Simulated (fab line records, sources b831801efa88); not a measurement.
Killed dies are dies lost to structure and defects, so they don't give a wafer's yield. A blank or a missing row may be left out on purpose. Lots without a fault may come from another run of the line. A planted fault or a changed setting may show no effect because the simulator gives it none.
fab line records | flow sky130
record lots=7 wafers=21 last_day=50
route steps=708 shown VIA3@588 METAL4@598
lots that met no fault: from a run of the same line without faults
start_h: hours from the record's first day to the start of the lot's first wafer shown | wait_h: hours since the lot's step before | " the same as in the row above | L1.1+2: a row that stands for several wafers | - no value, or no start given | * or withheld: withheld | < > ~ a bound
route shown NAME@n: a module of which the file shows steps, and the number in the route of the first | usual: mean/standard deviation of fault-free wafers | same: alike in all rows | chamber/n: place in a boat | sites: the reading at each site | _std_site: their standard deviation | _edge_site: outer sites' mean less inner sites' | radius_mm: how far each site lies from the wafer's centre | mask NAME#n: copy n | behind: the tool/chamber that last shaped the wafer | hold: why the lot was held/for how many hours/how that ended | device: the transistor (n, p or np) that didn't switch | end of line: the same wafers' tests at the end of the route | a step without rows: its recipe alone | killed: dies lost to structure and defects at the first sort, not the wafer's yield | map: a wafer's dies, x killed, . not, _ none there
set.NAME: the setting as run; set.NAME@STEP: as run at that earlier step | model.NAME: the simulator's own value behind a step, which no gauge read
lots at some steps of the route; a table a step, a row a wafer
services: from which hour (start_h, from the record's first day; less than 0 if before it) a tool's chamber was out of use, for how many hours, and why
## steps
# step SKY_VIA3_ETCH_15
# recipe target=SiO2 chemistry=C4F8/O2/Ar target_depth_nm=507 stop_on=TiN mask_material=KrF-thick source_w=1500 bias_w=1200 pressure_mtorr=40 c4f8_flow_sccm=withheld O2_flow_sccm=6 Ar_flow_sccm=300 time_s=78
# usual chamber_pressure_mTorr=40.00/0.038 oes_product_au=0.946/0.0045
# columns lot.wafer tool chamber start_h wait_h chamber_pressure_mTorr oes_product_au
L304.2 rie_diel-02 3 957.92 0.0 39.90 0.944
L304.3 " 2 " " 39.97 0.949
L304.5 " 1 " " 40.07 0.946
L311.1 rie_diel-02 0 1057.02 0.0 40.01 0.945
L311.5 " 3 " " 40.06 0.949
L311.6 " 0 " " 40.02 0.943
L317.1 rie_diel-03 0 1063.07 0.0 40.00 0.945
L317.3 " 2 " " 40.05 0.949
L317.4 " 0 " " 39.99 0.944
L320.1 rie_diel-02 3 1063.42 0.0 39.99 0.949
L320.5 " 1 " " 40.00 0.952
L320.6 " 0 " " 39.96 0.947
L321.2 rie_diel-02 3 1064.62 0.0 39.95 0.941
L321.4 " 2 " " 39.96 0.937
L321.5 " 2 " " 40.05 0.945
L322.1 rie_diel-02 2 1066.47 0.0 40.02 0.953
L322.2 " 0 " " 40.04 0.954
L322.4 " 3 " " 39.95 0.947
L323.2 rie_diel-02 2 1071.29 0.0 40.01 0.947
L323.3 " 3 " " 40.05 0.949
L323.5 " 1 " " 39.96 0.956
# step SKY_VIA3_STRIP_16
# recipe chemistry=O2/N2 power_w=1400 pressure_mtorr=1500 platen_temp_c=withheld o2_flow_sccm=3000 n2_flow_sccm=300 overash_fraction=0.5
# step SKY_VIA3_STRIP_17
# recipe chemistry=post_etch_residue_remover time_s=1200 temp_c=72.5
# step SKY_VIA3_CLEAN_18
# recipe chemistry=IPA time_s=180 temp_c=25
# step SKY_VIA3_CLEAN_19
# recipe chemistry=O3/DIW dry=n2_spin
# step SKY_VIA3_SPUTTER_20
# recipe material=TiN target_thk_nm=20 chamber_pressure_pa=5 power_w=3904 time_s=80
# step SKY_VIA3_CVD_21
# recipe material=W target_thk_nm=390 time_s=117.31 temp_c=400 pressure_torr=40
# usual heater_power_w=838/53
# columns lot.wafer tool chamber start_h wait_h heater_power_w since_wet_clean_h
L304.2 cvd_w-02 0 958.63 0.0 894 555
L304.3 " 0 " " 921 -
L304.5 " 0 " " 899 -
L311.1 cvd_w-02 1 1057.79 0.0 836 654
L311.5 " 0 " " 903 -
L311.6 " 1 " " 841 -
L317.1 cvd_w-02 1 1063.78 0.0 848 660
L317.3 " 0 " " 926 -
L317.4 " 1 " " 851 -
L320.1 cvd_w-01 1 1064.13 0.0 773 146
L320.5 " 1 " " 765 -
L320.6 " 0 " " 857 -
L321.2 cvd_w-01 0 1065.34 0.0 875 147
L321.4 " 0 " " 863 -
L321.5 " 0 " " 869 -
L322.1 cvd_w-01 1 1067.18 0.0 770 149
L322.2 " 0 " " 882 149
L322.4 " 0 " " 865 -
L323.2 cvd_w-01 1 1072.01 0.0 766 154
L323.3 " 1 " " 758 -
L323.5 " 0 " " 875 -
# step SKY_VIA3_RS_MEAS_22
# recipe thk_meas_gauge=four-point-probe reads=W_of_VIA3_CVD_21+TiN_of_VIA3_SPUTTER_20
# usual VIA3_W_RS=0.2941/0.003
# columns lot.wafer tool chamber start_h wait_h VIA3_W_RS[ohm/sq]
L304.2 film_metro-03 - 958.77 0.1 0.2964
L304.3 " - " " 0.2989
L304.5 " - " " 0.2946
L311.1 film_metro-03 - 1057.91 0.1 0.2969
L311.5 " - " " 0.2983
L311.6 " - " " 0.2988
L317.1 film_metro-01 - 1063.91 0.1 0.2930
L317.3 " - " " 0.2916
L317.4 " - " " 0.2928
L320.1 film_metro-03 - 1064.26 0.1 0.2893
L320.5 " - " " 0.2883
L320.6 " - " " 0.2942
L321.2 film_metro-02 - 1065.55 0.2 0.3000
L321.4 " - " " 0.2972
L321.5 " - " " 0.2988
L322.1 film_metro-01 - 1067.30 0.1 0.2911
L322.2 " - " " 0.2933
L322.4 " - " " 0.2972
L323.2 film_metro-03 - 1072.16 0.1 0.2933
L323.3 " - " " 0.2901
L323.5 " - " " 0.2963
# step SKY_VIA3_THK_MEAS_23
# recipe thk_meas_gauge=xrf reads=W_of_VIA3_CVD_21
# usual VIA3_W_THK=399/5
# columns lot.wafer tool chamber start_h wait_h VIA3_W_THK[nm]
L304.2 film_metro-03 - 958.88 0.1 400
L304.3 " - " " 395
L304.5 " - " " 400
L311.1 film_metro-03 - 1058.03 0.1 391
L311.5 " - " " 389
L311.6 " - " " 390
L317.1 film_metro-01 - 1064.03 0.1 398
L317.3 " - " " 400
L317.4 " - " " 400
L320.1 film_metro-03 - 1064.38 0.1 400
L320.5 " - " " 403
L320.6 " - " " 397
L321.2 film_metro-02 - 1065.66 0.1 393
L321.4 " - " " 395
L321.5 " - " " 393
L322.1 film_metro-01 - 1067.42 0.1 402
L322.2 " - " " 403
L322.4 " - " " 397
L323.2 film_metro-03 - 1072.27 0.1 397
L323.3 " - " " 401
L323.5 " - " " 394
# step SKY_VIA3_CMP_24
# recipe stop_on=SiO2 t_overpolish_s=20 down_force_psi=3.5 platen_rpm=60 target_thk_nm=0 pad_velocity_m_s=0.94248
# usual motor_current_A=11.3/1.1 overpolish_run_s=19.999/0.01 time_to_endpoint_s=94.3/2.9
# columns lot.wafer tool chamber start_h wait_h motor_current_A overpolish_run_s time_to_endpoint_s
L304.3 cmp-02 1 959.03 0.1 11.5 19.990 95.9
L304.2 " 2 " " 10.7 19.992 97.4
L304.5 " 3 " " 13.9 19.997 93.0
L311.1 cmp-01 0 1058.19 0.1 12.3 20.007 94.7
L311.5 " 2 " " 9.8 20.005 94.7
L311.6 " 3 " " 10.9 20.007 94.7
L317.4 cmp-01 2 1064.72 0.6 9.7 19.999 98.4
L317.1 " 3 " " 11.5 20.010 95.6
L317.3 " 0 " " 13.3 19.979 100.7
L320.1 cmp-02 2 1064.82 0.4 10.7 20.002 97.9
L320.6 " 2 " " 10.5 19.999 97.4
L320.5 " 3 " " 13.7 19.985 91.0
L321.4 cmp-02 2 1065.71 0.0 11.1 20.005 98.2
L321.2 " 1 " " 11.3 20.004 96.1
L321.5 " 3 " " 12.8 19.998 95.8
L322.4 cmp-01 3 1067.48 0.0 11.4 20.002 91.7
L322.2 " 0 " " 11.8 20.006 95.5
L322.1 " 1 " " 11.4 19.986 93.0
L323.3 cmp-02 0 1072.37 0.1 11.3 20.007 94.6
L323.2 " 1 " " 11.9 20.002 93.5
L323.5 " 0 " " 11.6 20.004 93.4
# step SKY_METAL4_SPUTTER_00
# recipe material=Ti target_thk_nm=15 power_w=3000 time_s=10 chamber_pressure_pa=0.4
# step SKY_METAL4_SPUTTER_01
# recipe material=TiN target_thk_nm=20 power_w=6752 time_s=16.7 chamber_pressure_pa=0.4
# usual cathode_dc_power_W=6751.9/1.2 chamber_pressure_pa=0.4000/0.00079 throttle_valve_pct=30.8/1.3
# columns lot.wafer tool chamber start_h wait_h cathode_dc_power_W chamber_pressure_pa throttle_valve_pct
L304.2 pvd_sputter-03 - 959.25 0.0 6751.2 0.4012 29.8
L304.3 " - " " 6750.4 0.3994 28.9
L304.5 " - " " 6753.1 0.3996 29.0
L311.1 pvd_sputter-04 - 1058.41 0.0 6750.2 0.3995 31.4
L311.5 " - " " 6750.3 0.3998 30.9
L311.6 " - " " 6751.8 0.4007 30.7
L317.1 pvd_sputter-02 - 1064.99 0.0 6750.8 0.3999 31.2
L317.3 " - " " 6750.2 0.3997 31.5
L317.4 " - " " 6752.9 0.3986 31.0
L320.1 pvd_sputter-03 - 1065.15 0.0 6751.9 0.3998 29.5
L320.5 " - " " 6751.1 0.4001 32.0
L320.6 " - " " 6750.1 0.3995 28.9
L321.2 pvd_sputter-02 - 1066.03 0.0 6752.7 0.4001 31.3
L321.4 " - " " 6750.8 0.4008 30.8
L321.5 " - " " 6753.2 0.4010 31.4
L322.1 pvd_sputter-04 - 1067.80 0.0 6752.1 0.4003 30.7
L322.2 " - " " 6751.6 0.4000 30.7
L322.4 " - " " 6751.5 0.3996 33.5
L323.2 pvd_sputter-04 - 1072.64 0.0 6751.2 0.4001 30.9
L323.3 " - " " 6752.6 0.4003 31.5
L323.5 " - " " 6749.3 0.4006 33.8
# step SKY_METAL4_SPUTTER_02
# recipe material=AlCu target_thk_nm=735 power_w=10600 time_s=39.1 chamber_pressure_pa=0.4
# usual cathode_dc_power_W=10600/2 chamber_pressure_pa=0.3999/0.00075 throttle_valve_pct=30.8/1.3
# columns lot.wafer tool chamber start_h wait_h cathode_dc_power_W chamber_pressure_pa throttle_valve_pct
L304.2 pvd_sputter-03 - 959.28 0.0 10599 0.3987 29.6
L304.3 " - " " 10602 0.4009 28.9
L304.5 " - " " 10598 0.4002 29.2
L311.1 pvd_sputter-04 - 1058.44 0.0 10598 0.4007 31.3
L311.5 " - " " 10596 0.3995 30.8
L311.6 " - " " 10600 0.3998 30.9
L317.1 pvd_sputter-02 - 1065.01 0.0 - - -
L317.3 " - " " - - -
L317.4 " - " " - - -
L320.1 pvd_sputter-03 - 1065.17 0.0 - - -
L320.5 " - " " - - -
L320.6 " - " " - - -
L321.2 pvd_sputter-02 - 1066.06 0.0 - - -
L321.4 " - " " - - -
L321.5 " - " " - - -
L322.1 pvd_sputter-04 - 1067.83 0.0 10600 0.4012 30.7
L322.2 " - " " 10603 0.3998 31.1
L322.4 " - " " 10602 0.4012 33.6
L323.2 pvd_sputter-04 - 1072.67 0.0 10598 0.3996 30.7
L323.3 " - " " 10600 0.3998 31.5
L323.5 " - " " 10600 0.3992 34.0
# step SKY_METAL4_SPUTTER_03
# recipe material=Ti target_thk_nm=5 power_w=3000 time_s=3.3 chamber_pressure_pa=0.4
# usual cathode_dc_power_W=3000.0/0.55 chamber_pressure_pa=0.3999/0.00091 throttle_valve_pct=30.8/1.3
# columns lot.wafer tool chamber start_h wait_h cathode_dc_power_W chamber_pressure_pa throttle_valve_pct
L304.2 pvd_sputter-03 - 959.32 0.0 2999.4 0.4000 29.8
L304.3 " - " " 3000.9 0.4007 29.2
L304.5 " - " " 3000.5 0.3995 28.9
L311.1 pvd_sputter-04 - 1058.48 0.0 2999.2 0.4000 31.2
L311.5 " - " " 3000.8 0.3996 30.8
L311.6 " - " " 3000.3 0.4004 31.0
L317.1 pvd_sputter-02 - 1065.05 0.0 3000.1 0.3991 30.9
L317.3 " - " " 2999.7 0.3990 31.6
L317.4 " - " " 2999.4 0.3995 31.5
L320.1 pvd_sputter-03 - 1065.21 0.0 2999.5 0.4002 29.3
L320.5 " - " " 3000.1 0.4003 31.7
L320.6 " - " " 3000.2 0.4008 29.3
L321.2 pvd_sputter-02 - 1066.10 0.0 2999.6 0.3996 31.4
L321.4 " - " " 2999.7 0.3993 31.0
L321.5 " - " " 3000.2 0.4004 31.3
L322.1 pvd_sputter-04 - 1067.87 0.0 3000.4 0.4006 30.8
L322.2 " - " " 3000.9 0.4004 31.2
L322.4 " - " " 3000.3 0.3998 33.9
L323.2 pvd_sputter-04 - 1072.70 0.0 2999.6 0.4002 30.7
L323.3 " - " " 2999.8 0.4001 31.6
L323.5 " - " " 3000.5 0.4009 33.6
## services
# columns tool chamber start_h hours kind
cmp-01 - 937.85 4.6 repair
pvd_sputter-03 - 938.09 2.0 repair
pvd_sputter-02 - 939.64 4.4 repair
cmp-01 - 944.60 2.8 repair
cmp-01 - 947.39 0.7 repair
cvd_w-01 1 958.93 3.2 repair
cmp-01 - 964.64 3.0 repair
cmp-02 - 971.88 0.3 repair
cmp-01 - 973.36 2.5 repair
rie_diel-03 - 983.23 28.1 pm
cvd_w-01 - 983.83 2.6 repair
cmp-02 - 987.71 0.6 repair
cmp-02 - 1005.13 1.1 repair
rie_diel-03 - 1026.52 0.3 repair
cmp-01 - 1039.67 0.7 repair
pvd_sputter-03 - 1045.62 1.6 repair
rie_diel-03 3 1049.36 8.5 repair
rie_diel-03 3 1060.43 10.8 repair
cmp-02 - 1061.47 2.2 repair
## key
first_sign step=SKY_METAL4_SPUTTER_02 reading=tool_record direction=missing
effect none on later readings
met_at SKY_METAL4_SPUTTER_02
struck_wafers L317.1,L317.3,L317.4,L320.1,L320.5,L320.6,L321.2,L321.4,L321.5
later_rows_left_out L317.1,L317.3,L317.4,L320.1,L320.5,L320.6,L321.2,L321.4,L321.5
sort_left_out L317.1,L317.3,L317.4,L320.1,L320.5,L320.6,L321.2,L321.4,L321.5
onset_between 959.28 1065.01
fault kind=skipped_step_whole tool=pvd_sputter-02,pvd_sputter-03 chamber=- onset_h=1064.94 steps=SKY_METAL4_SPUTTER_02 scope=struck_lots_only
# sort_left_out: the simulated sort isn't trusted on such a fault, so these wafers' sort isn't shown, and their yield isn't known
# later_rows_left_out: the simulator's readings of these wafers behind a module that went badly wrong aren't trusted and aren't shown, but for the sort
